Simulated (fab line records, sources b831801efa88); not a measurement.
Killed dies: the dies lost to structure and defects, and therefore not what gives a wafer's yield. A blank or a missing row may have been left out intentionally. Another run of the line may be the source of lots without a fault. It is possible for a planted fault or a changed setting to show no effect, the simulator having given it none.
fab line records	flow gf180mcu
record: lots: 12	wafers: 36	lastDay: 34
route steps=602 shown NWELL@44 M1@319 V1@339
lots that met no fault: from a run of the same line without faults
startH: the number of hours between the record's first day and the start of the first shown wafer of the lot	waitH: how many hours have passed since the lot's step before this one	" unchanged from the row above	L1.1+2: several wafers, shown together as one row	- no value present, or no start provided	* or withheld: withheld	< > ~ a bound
route shown NAME@n: names a module that has steps shown in the file, with the first one's number in the route	usual: mean and standard deviation over wafers with no fault	same: alike in all rows	chamber/n: place in a boat	sites: readings site by site	_std_site: how widely they spread, as a standard deviation	_edge_site: outer sites' mean less inner sites'	radiusMm: for every site, how far away it sits from the centre of the wafer	mask NAME#n: copy n	behind: the most recent tool/chamber to have shaped the wafer	hold: what put the lot on hold/how long, in hours/how the hold closed	device: whichever transistor did not switch (one of n, p or np)	end of line: tests of these same wafers at the route's end	for a step that has no rows: nothing shown but its recipe	killed: not the wafer's yield, but the dies lost to structure and defects at the first sort	map: dies across one wafer; x = killed, . = not, _ = none there
set.NAME: setting as actually run; set.NAME@STEP: the setting as run at that earlier step	model.NAME: the simulator's own value behind a step, which no gauge read
route steps across a sampled set of lots; one table per step, one row per wafer
services: from which hour (startH, from the record's first day; less than 0 if before it) a tool's chamber was out of use, for how many hours, and why
== steps ==
step: GF_NWELL_COAT_02
recipe: spinRpm: 2000	resistThkNm: 3000
usual: exhaustPa: 44.8/1	resistLineTempC: 23.01/0.11
lot.wafer	tool	chamber	startH	waitH	exhaustPa	resistLineTempC
L363.2	lithoTrack-01	0	50.01	0.1	43.8	22.88
L363.3	"	0	"	"	43.2	23.00
L363.6	"	0	"	"	43.6	23.17
L364.2	lithoTrack-04	0	53.84	0.1	45.0	23.15
L364.3	"	0	"	"	44.6	22.82
L364.4	"	0	"	"	44.6	23.06
L365.1	lithoTrack-04	0	61.12	0.1	45.0	22.94
L365.5	"	0	"	"	45.1	22.93
L365.6	"	0	"	"	43.4	23.00
L366.3	lithoTrack-04	0	65.37	0.1	44.9	23.05
L366.4	"	0	"	"	45.6	23.05
L366.6	"	0	"	"	43.8	22.97
L367.2	lithoTrack-04	0	69.14	0.1	44.7	23.02
L367.4	"	0	"	"	43.5	22.91
L367.6	"	0	"	"	44.7	23.01
L370.3	lithoTrack-01	0	86.69	0.1	44.0	22.97
L370.5	"	0	"	"	44.9	22.97
L370.6	"	0	"	"	43.7	23.10
L371.2	lithoTrack-01	0	90.76	0.1	44.5	23.04
L371.3	"	0	"	"	45.7	23.00
L371.5	"	0	"	"	45.1	22.94
L375.1	lithoTrack-03	0	112.75	0.1	46.6	23.02
L375.5	"	0	"	"	44.4	22.88
L375.6	"	0	"	"	45.7	23.03
L376.1	lithoTrack-04	0	118.77	0.1	44.5	22.88
L376.5	"	0	"	"	45.7	23.40
L376.6	"	0	"	"	44.6	22.97
L377.3	lithoTrack-03	0	125.00	0.1	44.3	23.07
L377.4	"	0	"	"	44.4	23.01
L377.6	"	0	"	"	44.1	23.05
L379.3	lithoTrack-04	0	135.02	0.1	45.1	23.15
L379.5	"	0	"	"	45.4	22.97
L379.6	"	0	"	"	44.0	23.13
L384.2	lithoTrack-04	0	162.84	0.1	46.4	22.99
L384.5	"	0	"	"	46.0	23.19
L384.6	"	0	"	"	45.9	22.98
step: GF_NWELL_STRIP_10
recipe: chemistry: O2/N2	powerW: 1400	pressureMtorr: 1500	platenTempC: 250	o2FlowSccm: 3000	n2FlowSccm: 300	overashFraction: 0.5
usual: drypumpMotorCurrentA: 5.7/0.49	heaterPowerW: 351/27	oesProductAu: 0.722/0.0049	stripTimeToEndpointS: 36.89/0.092
lot.wafer	tool	chamber	startH	waitH	drypumpMotorCurrentA	heaterPowerW	oesProductAu	rfHoursCounterH	stripTimeToEndpointS
L363.2	plasmaAsher-01	0	57.09	0.1	6.1	376	0.714	38	36.87
L363.3	"	0	"	"	6.1	374	0.731	-	36.69
L363.6	"	0	"	"	6.1	373	0.725	-	36.88
L364.2	plasmaAsher-01	0	61.19	0.1	6.1	372	0.720	39	36.95
L364.3	"	0	"	"	6.0	375	0.725	-	37.03
L364.4	"	1	"	"	5.7	347	0.726	-	36.95
L365.1	plasmaAsher-01	1	68.82	0.1	5.7	350	0.722	40	36.88
L365.5	"	0	"	"	6.0	366	0.721	-	36.92
L365.6	"	1	"	"	5.8	357	0.728	-	36.96
L366.3	plasmaAsher-03	1	72.76	0.1	4.7	304	0.716	-	37.03
L366.4	"	0	"	"	5.9	335	0.728	-	36.91
L366.6	"	0	"	"	5.9	339	0.726	-	36.96
L367.2	plasmaAsher-02	0	76.52	0.1	6.1	388	0.729	41	36.88
L367.4	"	0	"	"	6.1	398	0.728	-	36.86
L367.6	"	0	"	"	6.0	401	0.718	-	36.80
L370.3	plasmaAsher-03	0	94.72	0.1	6.0	341	0.730	-	36.89
L370.5	"	1	"	"	4.7	304	0.723	-	36.81
L370.6	"	0	"	"	6.0	341	0.719	-	36.90
L371.2	plasmaAsher-01	1	98.27	0.1	5.8	358	0.724	43	36.96
L371.3	"	1	"	"	5.7	348	0.717	-	36.96
L371.5	"	0	"	"	6.1	373	0.726	-	36.88
L375.1	plasmaAsher-03	0	120.49	0.1	6.0	340	0.708	33	19.62
L375.5	"	1	"	"	4.7	309	0.717	-	19.51
L375.6	"	0	"	"	6.0	341	0.718	-	19.61
L376.1	plasmaAsher-03	0	127.52	0.1	5.9	332	0.733	34	36.81
L376.5	"	0	"	"	5.9	337	0.718	-	36.83
L376.6	"	1	"	"	4.7	304	0.721	-	36.84
L377.3	plasmaAsher-01	0	133.27	0.1	6.1	378	0.713	-	19.65
L377.4	"	1	"	"	5.8	357	0.711	-	19.62
L377.6	"	0	"	"	6.1	371	0.720	-	19.56
L379.3	plasmaAsher-03	0	143.74	0.1	5.9	332	0.726	-	36.94
L379.5	"	0	"	"	6.0	343	0.726	-	37.05
L379.6	"	1	"	"	4.7	300	0.727	-	36.97
L384.2	plasmaAsher-01	0	171.09	0.1	6.1	381	0.726	51	37.05
L384.5	"	1	"	"	5.7	346	0.721	-	37.16
L384.6	"	0	"	"	6.1	370	0.717	-	37.02
step: GF_M1_SPUTTER_04
recipe: material: TiN	targetThkNm: 50	powerW: 6500	timeS: 41.7	chamberPressurePa: 0.4
usual: throttleValvePct: 30.5/1.1
lot.wafer	tool	chamber	startH	waitH	throttleValvePct
L363.2	pvdSputter-02	-	365.32	0.0	31.1
L363.3	"	-	"	"	30.2
L363.6	"	-	"	"	29.9
L364.2	pvdSputter-01	-	369.09	0.0	30.7
L364.3	"	-	"	"	30.7
L364.4	"	-	"	"	30.5
L365.1	pvdSputter-02	-	379.91	0.0	30.0
L365.5	"	-	"	"	30.2
L365.6	"	-	"	"	29.8
L366.3	pvdSputter-03	-	389.28	0.0	31.4
L366.4	"	-	"	"	29.1
L366.6	"	-	"	"	30.8
L367.2	pvdSputter-03	-	396.87	0.0	29.3
L367.4	"	-	"	"	30.7
L367.6	"	-	"	"	30.9
L370.3	pvdSputter-03	-	429.18	0.0	31.3
L370.5	"	-	"	"	29.3
L370.6	"	-	"	"	31.7
L371.2	pvdSputter-03	-	437.51	0.0	31.2
L371.3	"	-	"	"	30.9
L371.5	"	-	"	"	29.5
L375.1	pvdSputter-02	-	475.19	0.0	30.0
L375.5	"	-	"	"	30.5
L375.6	"	-	"	"	31.2
L376.1	pvdSputter-01	-	490.20	0.0	30.9
L376.5	"	-	"	"	30.8
L376.6	"	-	"	"	32.6
L377.3	pvdSputter-03	-	491.60	0.0	31.5
L377.4	"	-	"	"	29.5
L377.6	"	-	"	"	29.3
L379.3	pvdSputter-01	-	516.78	0.0	30.1
L379.5	"	-	"	"	30.9
L379.6	"	-	"	"	30.7
L384.2	pvdSputter-01	-	548.45	0.0	30.7
L384.5	"	-	"	"	30.8
L384.6	"	-	"	"	32.5
step: GF_V1_CMP_04
recipe: material: SiO2	downForcePsi: 4	platenRpm: 60	padVelocityMS: 0.94248
usual: motorCurrentA: 12.1/1.4	platenRpm: 60.00/0.042	slurryFilterDpKPa: 13.50/0.13	timeToEndpointS: 80/5.5
lot.wafer	tool	chamber	startH	waitH	motorCurrentA	platenRpm	slurryFilterDpKPa	timeToEndpointS
L363.2	cmp-02	3	389.92	0.3	13.5	60.04	13.46	74
L363.3	"	0	"	"	14.5	59.99	13.54	69
L363.6	"	1	"	"	10.3	60.00	13.50	80
L364.4	cmp-01	0	393.14	0.2	10.8	59.98	13.76	87
L364.2	"	2	"	"	12.6	59.95	13.30	81
L364.3	"	3	"	"	13.2	59.97	13.30	82
L365.1	cmp-01	1	404.08	0.1	12.5	60.05	13.52	75
L365.5	"	0	"	"	10.1	59.97	13.48	80
L365.6	"	1	"	"	12.4	59.97	13.35	84
L366.3	cmp-02	3	413.49	0.1	12.7	60.03	13.33	82
L366.4	"	0	"	"	14.7	59.97	13.41	81
L366.6	"	2	"	"	10.9	60.00	13.81	91
L367.4	cmp-01	3	422.09	0.1	13.9	60.02	13.52	90
L367.2	"	1	"	"	12.4	60.10	13.36	83
L367.6	"	2	"	"	12.2	59.96	13.57	90
L370.3	cmp-01	1	455.00	0.2	12.4	60.04	13.59	72
L370.5	"	2	"	"	12.2	59.99	13.13	79
L370.6	"	3	"	"	14.4	60.04	13.50	80
L371.2	cmp-02	0	462.07	0.0	14.1	60.01	13.58	70
L371.3	"	3	"	"	12.8	59.92	13.36	81
L371.5	"	1	"	"	10.0	59.94	13.35	90
L375.1	cmp-01	2	500.99	0.2	12.4	60.07	13.43	80
L375.5	"	3	"	"	13.4	59.98	13.62	86
L375.6	"	0	"	"	10.1	59.95	13.74	81
L376.1	cmp-02	1	515.66	0.2	10.4	59.94	13.62	78
L376.5	"	2	"	"	11.0	60.05	13.51	84
L376.6	"	3	"	"	12.5	60.08	13.58	82
L377.4	cmp-02	0	516.33	0.1	13.9	59.99	13.41	81
L377.3	"	1	"	"	10.2	60.02	13.48	83
L377.6	"	3	"	"	13.0	60.05	13.47	87
L379.3	cmp-02	0	542.29	0.1	13.6	60.07	13.56	75
L379.6	"	3	"	"	12.5	60.09	13.22	84
L379.5	"	0	"	"	14.3	59.96	13.52	80
L384.2	cmp-01	1	571.92	0.1	12.3	60.02	13.22	77
L384.5	"	0	"	"	11.0	60.00	13.31	82
L384.6	"	1	"	"	12.3	60.00	13.56	85
step: GF_V1_THK_MEAS_25
recipe: thkMeasGauge: xrf	reads: W_of_V1_CVD_23
usual: V1_W_THK: 361/8.1
lot.wafer	tool	chamber	startH	waitH	V1_W_THK[nm]
L363.2	filmMetro-02	-	414.77	0.1	353
L363.3	"	-	"	"	364
L363.6	"	-	"	"	357
L364.2	filmMetro-03	-	418.22	0.1	373
L364.3	"	-	"	"	372
L364.4	"	-	"	"	357
L365.1	filmMetro-03	-	429.62	0.1	361
L365.5	"	-	"	"	371
L365.6	"	-	"	"	353
L366.3	filmMetro-02	-	438.60	0.1	356
L366.4	"	-	"	"	366
L366.6	"	-	"	"	373
L367.2	filmMetro-03	-	448.30	0.1	353
L367.4	"	-	"	"	357
L367.6	"	-	"	"	367
L370.3	filmMetro-03	-	479.98	0.1	355
L370.5	"	-	"	"	355
L370.6	"	-	"	"	370
L371.2	filmMetro-02	-	487.37	0.1	355
L371.3	"	-	"	"	354
L371.5	"	-	"	"	371
L375.1	filmMetro-02	-	525.70	0.1	355
L375.5	"	-	"	"	357
L375.6	"	-	"	"	372
L376.1	filmMetro-02	-	539.50	0.1	347
L376.5	"	-	"	"	367
L376.6	"	-	"	"	347
L377.3	filmMetro-03	-	540.58	0.1	364
L377.4	"	-	"	"	360
L377.6	"	-	"	"	355
L379.3	filmMetro-01	-	565.69	0.1	353
L379.5	"	-	"	"	354
L379.6	"	-	"	"	366
L384.2	filmMetro-03	-	594.49	0.1	362
L384.5	"	-	"	"	364
L384.6	"	-	"	"	376
== services ==
tool	chamber	startH	hours	kind
cmp-02	-	42.97	1.6	repair
cmp-02	-	64.00	4.0	pm
cmp-02	-	96.79	0.5	repair
cmp-02	-	138.83	26.1	pm
cmp-02	-	190.48	0.9	repair
cmp-02	-	209.55	1.2	repair
cmp-02	-	218.18	0.8	repair
cmp-01	-	232.00	4.0	pm
plasmaAsher-01	-	244.35	5.9	repair
cmp-01	-	246.87	0.4	repair
cmp-01	-	249.17	0.9	repair
cmp-02	-	287.23	1.3	repair
cmp-02	-	305.10	4.6	pm
cmp-01	-	306.76	0.7	repair
cmp-02	-	322.38	8.0	pm
plasmaAsher-01	-	328.12	7.4	repair
cmp-01	-	328.76	4.2	repair
cmp-01	-	338.00	8.5	pm
cmp-01	-	372.44	1.4	repair
cmp-02	-	392.62	4.3	repair
cmp-02	-	404.00	4.0	pm
plasmaAsher-01	-	421.25	9.0	pm
cmp-01	-	457.91	0.2	repair
cmp-02	-	463.98	0.7	repair
== key ==
firstSign: step: GF_NWELL_STRIP_10	reading: stripTimeToEndpointS	direction: down	sigmas: 99+	usual: *	struck: *
effect none on later readings
metAt GF_NWELL_COAT_02
struckLots L375,L377
testerLeftOut L375,L377
notActingAt GF_M1_SPUTTER_04,GF_V1_CMP_04,GF_V1_THK_MEAS_25
fault: kind: processParameterDrift	tool: lithoTrack-03	chamber: -	onsetH: 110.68	steps: GF_NWELL_COAT_02	channel: resistThkNm	offset: *	shape: step	endH: 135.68	actsIn: *	stated: *
testerLeftOut: of these lots the tester's yield and bins aren't shown, on N5 and GAA mostly nor the transistor test; their killed dies are dies lost to structure and defects alone, not to doping, threshold or leakage, so they don't give the yield
